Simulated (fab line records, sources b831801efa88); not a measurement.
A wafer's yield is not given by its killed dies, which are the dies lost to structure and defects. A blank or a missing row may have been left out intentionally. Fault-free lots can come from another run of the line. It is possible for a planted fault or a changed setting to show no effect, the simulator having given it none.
Which tool was responsible? / flow gf180mcu / Sampling: 12 lots, 36 wafers, 5 of 602 route steps

== WHAT EACH GAUGE READ, for each wafer ==
GF_VT_IMPLANT_TW_MEAS_43. Usual: VT_IMPLANT_4_TW 693, standard deviation 5.1.
lot=L516; measured=day 7 18:46; on=film-metro-03; VT_IMPLANT_4_TW=693 696 691; flag=
lot=L518; measured=day 8 09:55; on=film-metro-04; VT_IMPLANT_4_TW=704 697 699; flag=
lot=L523; measured=day 9 17:25; on=film-metro-03; VT_IMPLANT_4_TW=690 691 691; flag=
lot=L524; measured=day 10 00:21; on=film-metro-01; VT_IMPLANT_4_TW=692 691 687; flag=
lot=L526; measured=day 10 12:56; on=film-metro-01; VT_IMPLANT_4_TW=689 688 685; flag=
lot=L527; measured=day 10 18:40; on=film-metro-03; VT_IMPLANT_4_TW=693 688 689; flag=
lot=L529; measured=day 11 09:32; on=film-metro-03; VT_IMPLANT_4_TW=695 697 695; flag=
lot=L530; measured=day 11 14:28; on=film-metro-04; VT_IMPLANT_4_TW=697 696 694; flag=
lot=L531; measured=day 11 22:08; on=film-metro-04; VT_IMPLANT_4_TW=697 696 698; flag=
lot=L534; measured=day 13 08:56; on=film-metro-03; VT_IMPLANT_4_TW=568 570 569; flag=OFF
lot=L535; measured=day 13 11:25; on=film-metro-04; VT_IMPLANT_4_TW=567 572 568; flag=OFF
lot=L536; measured=day 13 14:29; on=film-metro-01; VT_IMPLANT_4_TW=689 690 691; flag=

GF_NSD_TW_MEAS_12. Usual: NSD_TW 4272, standard deviation 27.
lot=L516; measured=day 13 14:09; on=film-metro-04; NSD_TW=4309 4340 4330; flag=
lot=L518; measured=day 14 08:02; on=film-metro-01; NSD_TW=4232 4209 4213; flag=
lot=L523; measured=day 16 02:26; on=film-metro-01; NSD_TW=4212 4225 4221; flag=
lot=L524; measured=day 16 10:14; on=film-metro-04; NSD_TW=4259 4275 4264; flag=
lot=L526; measured=day 17 05:23; on=film-metro-04; NSD_TW=4262 4261 4268; flag=
lot=L527; measured=day 17 11:17; on=film-metro-03; NSD_TW=4304 4291 4298; flag=
lot=L529; measured=day 18 01:41; on=film-metro-03; NSD_TW=4279 4277 4262; flag=
lot=L530; measured=day 18 10:07; on=film-metro-04; NSD_TW=4282 4296 4304; flag=
lot=L531; measured=day 18 19:59; on=film-metro-03; NSD_TW=4285 4272 4255; flag=
lot=L534; measured=day 20 15:17; on=film-metro-04; NSD_TW=4314 4282 4302; flag=
lot=L535; measured=day 20 17:35; on=film-metro-04; NSD_TW=4293 4280 4292; flag=
lot=L536; measured=day 20 22:43; on=film-metro-03; NSD_TW=4299 4304 4280; flag=

== TOOL THAT RAN EACH LOT (tool first, then ch and the chambers of the sampled wafers, then the start) ==
lot=L516; GF_DNWELL_STRIP_08=plasma-asher-01 ch 0,1, day 3 00:01; GF_VT_IMPLANT_STRIP_20=plasma-asher-04 ch 0, day 6 11:30; GF_VT_IMPLANT_IMPLANT_41=implanter-01 ch 0, day 7 18:31
lot=L518; GF_DNWELL_STRIP_08=plasma-asher-01 ch 0,1, day 3 12:51; GF_VT_IMPLANT_STRIP_20=plasma-asher-01 ch 0,1, day 7 01:39; GF_VT_IMPLANT_IMPLANT_41=implanter-04 ch 0, day 8 09:42
lot=L523; GF_DNWELL_STRIP_08=plasma-asher-02 ch 0,1, day 4 14:14; GF_VT_IMPLANT_STRIP_20=plasma-asher-03 ch 0,1, day 8 08:12; GF_VT_IMPLANT_IMPLANT_41=implanter-01 ch 0, day 9 17:12
lot=L524; GF_DNWELL_STRIP_08=plasma-asher-01 ch 1, day 4 19:16; GF_VT_IMPLANT_STRIP_20=plasma-asher-04 ch 0,1, day 8 13:52; GF_VT_IMPLANT_IMPLANT_41=implanter-02 ch 0, day 10 00:06
lot=L526; GF_DNWELL_STRIP_08=plasma-asher-02 ch 0,1, day 5 05:37; GF_VT_IMPLANT_STRIP_20=plasma-asher-01 ch 0,1, day 9 02:02; GF_VT_IMPLANT_IMPLANT_41=implanter-02 ch 0, day 10 12:42
lot=L527; GF_DNWELL_STRIP_08=plasma-asher-01 ch 0,1, day 5 10:22; GF_VT_IMPLANT_STRIP_20=plasma-asher-04 ch 0,1, day 9 07:27; GF_VT_IMPLANT_IMPLANT_41=implanter-04 ch 0, day 10 18:26
lot=L529; GF_DNWELL_STRIP_08=plasma-asher-01 ch 1, day 5 21:01; GF_VT_IMPLANT_STRIP_20=plasma-asher-03 ch 0,1, day 9 21:11; GF_VT_IMPLANT_IMPLANT_41=implanter-01 ch 0, day 11 09:17
lot=L530; GF_DNWELL_STRIP_08=plasma-asher-01 ch 0,1, day 6 02:55; GF_VT_IMPLANT_STRIP_20=plasma-asher-03 ch 0,1, day 10 02:06; GF_VT_IMPLANT_IMPLANT_41=implanter-04 ch 0, day 11 14:13
lot=L531; GF_DNWELL_STRIP_08=plasma-asher-01 ch 0, day 6 08:04; GF_VT_IMPLANT_STRIP_20=plasma-asher-03 ch 0,1, day 10 10:31; GF_VT_IMPLANT_IMPLANT_41=implanter-04 ch 0, day 11 21:53
lot=L534; GF_DNWELL_STRIP_08=plasma-asher-02 ch 0,1, day 7 09:20; GF_VT_IMPLANT_STRIP_20=plasma-asher-04 ch 0,1, day 11 18:35; GF_VT_IMPLANT_IMPLANT_41=implanter-04 ch 0, day 13 08:41
lot=L535; GF_DNWELL_STRIP_08=plasma-asher-01 ch 0,1, day 7 10:28; GF_VT_IMPLANT_STRIP_20=plasma-asher-03 ch 0,1, day 11 20:07; GF_VT_IMPLANT_IMPLANT_41=implanter-04 ch 0, day 13 11:10
lot=L536; GF_DNWELL_STRIP_08=plasma-asher-01 ch 0,1, day 7 14:36; GF_VT_IMPLANT_STRIP_20=plasma-asher-04 ch 0,1, day 11 23:15; GF_VT_IMPLANT_IMPLANT_41=implanter-02 ch 0, day 13 14:16
- GF_DNWELL_STRIP_08: strips in O2/N2.
- GF_VT_IMPLANT_STRIP_20: strips in O2/N2.
- GF_VT_IMPLANT_IMPLANT_41

== WHAT THE TOOLS THEMSELVES READ (means of the sampled wafers that have a number; where no wafer has one, the mark that the record gives instead) ==
GF_DNWELL_STRIP_08. Usual: drypump-motor-current-A 5.58 A, standard deviation 0.27; heater-power-w 359 W, standard deviation 28; oes-product-au 0.722 a.u., standard deviation 0.005; strip-time-to-endpoint-s 36.97 s, standard deviation 0.11.
lot=L516; tool=plasma-asher-01; drypump-motor-current-A (A)=5.76; heater-power-w (W)=380; oes-product-au (a.u.)=0.720; strip-time-to-endpoint-s (s)=37.07; flag=
lot=L518; tool=plasma-asher-01; drypump-motor-current-A (A)=5.75; heater-power-w (W)=387; oes-product-au (a.u.)=0.721; strip-time-to-endpoint-s (s)=36.94; flag=
lot=L523; tool=plasma-asher-02; drypump-motor-current-A (A)=5.40; heater-power-w (W)=345; oes-product-au (a.u.)=0.727; strip-time-to-endpoint-s (s)=37.06; flag=
lot=L524; tool=plasma-asher-01; drypump-motor-current-A (A)=5.53; heater-power-w (W)=371; oes-product-au (a.u.)=0.726; strip-time-to-endpoint-s (s)=37.07; flag=
lot=L526; tool=plasma-asher-02; drypump-motor-current-A (A)=5.40; heater-power-w (W)=344; oes-product-au (a.u.)=0.718; strip-time-to-endpoint-s (s)=36.81; flag=
lot=L527; tool=plasma-asher-01; drypump-motor-current-A (A)=5.65; heater-power-w (W)=376; oes-product-au (a.u.)=0.722; strip-time-to-endpoint-s (s)=37.14; flag=
lot=L529; tool=plasma-asher-01; drypump-motor-current-A (A)=5.54; heater-power-w (W)=370; oes-product-au (a.u.)=0.720; strip-time-to-endpoint-s (s)=37.02; flag=
lot=L530; tool=plasma-asher-01; drypump-motor-current-A (A)=5.77; heater-power-w (W)=378; oes-product-au (a.u.)=0.719; strip-time-to-endpoint-s (s)=36.80; flag=
lot=L531; tool=plasma-asher-01; drypump-motor-current-A (A)=5.87; heater-power-w (W)=382; oes-product-au (a.u.)=0.723; strip-time-to-endpoint-s (s)=37.08; flag=
lot=L534; tool=plasma-asher-02; drypump-motor-current-A (A)=5.21; heater-power-w (W)=325; oes-product-au (a.u.)=0.723; strip-time-to-endpoint-s (s)=36.99; flag=
lot=L535; tool=plasma-asher-01; drypump-motor-current-A (A)=5.77; heater-power-w (W)=380; oes-product-au (a.u.)=0.721; strip-time-to-endpoint-s (s)=36.96; flag=
lot=L536; tool=plasma-asher-01; drypump-motor-current-A (A)=5.75; heater-power-w (W)=386; oes-product-au (a.u.)=0.723; strip-time-to-endpoint-s (s)=36.95; flag=

GF_VT_IMPLANT_STRIP_20. Usual: drypump-motor-current-A 5.60 A, standard deviation 0.25; heater-power-w 347 W, standard deviation 26; oes-product-au 0.716 a.u., standard deviation 0.0044; strip-time-to-endpoint-s 12.62 s, standard deviation 0.036.
lot=L516; tool=plasma-asher-04; drypump-motor-current-A (A)=5.34; heater-power-w (W)=330; oes-product-au (a.u.)=0.716; strip-time-to-endpoint-s (s)=12.63; flag=
lot=L518; tool=plasma-asher-01; drypump-motor-current-A (A)=5.77; heater-power-w (W)=384; oes-product-au (a.u.)=0.719; strip-time-to-endpoint-s (s)=12.61; flag=
lot=L523; tool=plasma-asher-03; drypump-motor-current-A (A)=5.46; heater-power-w (W)=333; oes-product-au (a.u.)=0.712; strip-time-to-endpoint-s (s)=12.61; flag=
lot=L524; tool=plasma-asher-04; drypump-motor-current-A (A)=5.48; heater-power-w (W)=326; oes-product-au (a.u.)=0.711; strip-time-to-endpoint-s (s)=12.60; flag=
lot=L526; tool=plasma-asher-01; drypump-motor-current-A (A)=5.76; heater-power-w (W)=389; oes-product-au (a.u.)=0.718; strip-time-to-endpoint-s (s)=12.58; flag=
lot=L527; tool=plasma-asher-04; drypump-motor-current-A (A)=5.63; heater-power-w (W)=318; oes-product-au (a.u.)=0.716; strip-time-to-endpoint-s (s)=12.68; flag=
lot=L529; tool=plasma-asher-03; drypump-motor-current-A (A)=5.66; heater-power-w (W)=336; oes-product-au (a.u.)=0.717; strip-time-to-endpoint-s (s)=12.59; flag=
lot=L530; tool=plasma-asher-03; drypump-motor-current-A (A)=5.46; heater-power-w (W)=332; oes-product-au (a.u.)=0.721; strip-time-to-endpoint-s (s)=12.59; flag=
lot=L531; tool=plasma-asher-03; drypump-motor-current-A (A)=5.65; heater-power-w (W)=338; oes-product-au (a.u.)=0.719; strip-time-to-endpoint-s (s)=12.62; flag=
lot=L534; tool=plasma-asher-04; drypump-motor-current-A (A)=5.61; heater-power-w (W)=325; oes-product-au (a.u.)=0.716; strip-time-to-endpoint-s (s)=12.63; flag=
lot=L535; tool=plasma-asher-03; drypump-motor-current-A (A)=5.65; heater-power-w (W)=341; oes-product-au (a.u.)=0.717; strip-time-to-endpoint-s (s)=12.63; flag=
lot=L536; tool=plasma-asher-04; drypump-motor-current-A (A)=5.62; heater-power-w (W)=320; oes-product-au (a.u.)=0.718; strip-time-to-endpoint-s (s)=12.58; flag=

GF_VT_IMPLANT_IMPLANT_41. Usual: dose-ions-cm2 1.0131e+12, standard deviation 1.1e+09; faraday-current-uA 5.72, standard deviation 0.11.
lot=L516 tool=implanter-01 dose-ions-cm2=1.0126e+12 faraday-current-uA=5.76 flag=
lot=L518 tool=implanter-04 dose-ions-cm2=1.0140e+12 faraday-current-uA=5.67 flag=
lot=L523 tool=implanter-01 dose-ions-cm2=1.0129e+12 faraday-current-uA=5.71 flag=
lot=L524 tool=implanter-02 dose-ions-cm2=1.0139e+12 faraday-current-uA=5.81 flag=
lot=L526 tool=implanter-02 dose-ions-cm2=1.0133e+12 faraday-current-uA=5.81 flag=
lot=L527 tool=implanter-04 dose-ions-cm2=1.0136e+12 faraday-current-uA=5.76 flag=
lot=L529 tool=implanter-01 dose-ions-cm2=1.0135e+12 faraday-current-uA=5.74 flag=
lot=L530 tool=implanter-04 dose-ions-cm2=1.0137e+12 faraday-current-uA=5.81 flag=
lot=L531 tool=implanter-04 dose-ions-cm2=1.0128e+12 faraday-current-uA=5.68 flag=
lot=L534 tool=implanter-04 dose-ions-cm2=5.2883e+11 faraday-current-uA=2.98 flag=OFF
lot=L535 tool=implanter-04 dose-ions-cm2=5.2483e+11 faraday-current-uA=3.04 flag=OFF
lot=L536 tool=implanter-02 dose-ions-cm2=1.0114e+12 faraday-current-uA=5.75 flag=

== THE ANSWER, worked out from the rows above alone ==
Rule: a lot is off if the mean of its wafers that have a number lies more than 3 standard deviations from the usual mean. Also off: a lot with no number at a reading for which 4 or more lots have one. Where the step has rows for the other lots, those lots are counted as sound. Order of review: gauges by route order, followed by the tools' own readings, for which a lot's mean as printed above is used. The first step at which some lot is off is used, and at that step the reading that is off furthest; a lot without a number counts as furthest.
Off: L534, L535, seen at GF_VT_IMPLANT_TW_MEAS_43 (VT_IMPLANT_4_TW).
If a tool, at a process step before that reading, ran all the lots that are off and no sound lot after the first of them, it fits. Not tried: the gauges at GF_VT_IMPLANT_TW_MEAS_43; whatever is off there is also off at GF_VT_IMPLANT_IMPLANT_41, on other tools, and gauge error can't account for it. One fits: implanter-04 at GF_VT_IMPLANT_IMPLANT_41. Its last sound lot is L531 (day 11 21:53), its first lot that is off L534 (day 13 08:41): a fault that began between those two fits.
The tool's own readings at GF_VT_IMPLANT_IMPLANT_41 bear it out: on the lots that are off they differ by more than 5 times the standard deviation of the sound lots' means. dose-ions-cm2 reads 5.2683e+11 there against 1.0132e+12 on the sound lots; faraday-current-uA reads 3.01 there against 5.75 on the sound lots.

== WHAT THE SIMULATOR PUT IN ==
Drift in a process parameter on implanter-04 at GF_VT_IMPLANT_IMPLANT_41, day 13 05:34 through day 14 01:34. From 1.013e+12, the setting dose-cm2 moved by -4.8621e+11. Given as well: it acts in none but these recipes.
Struck lots among those shown: L534, L535. The rule above reached the same finding.
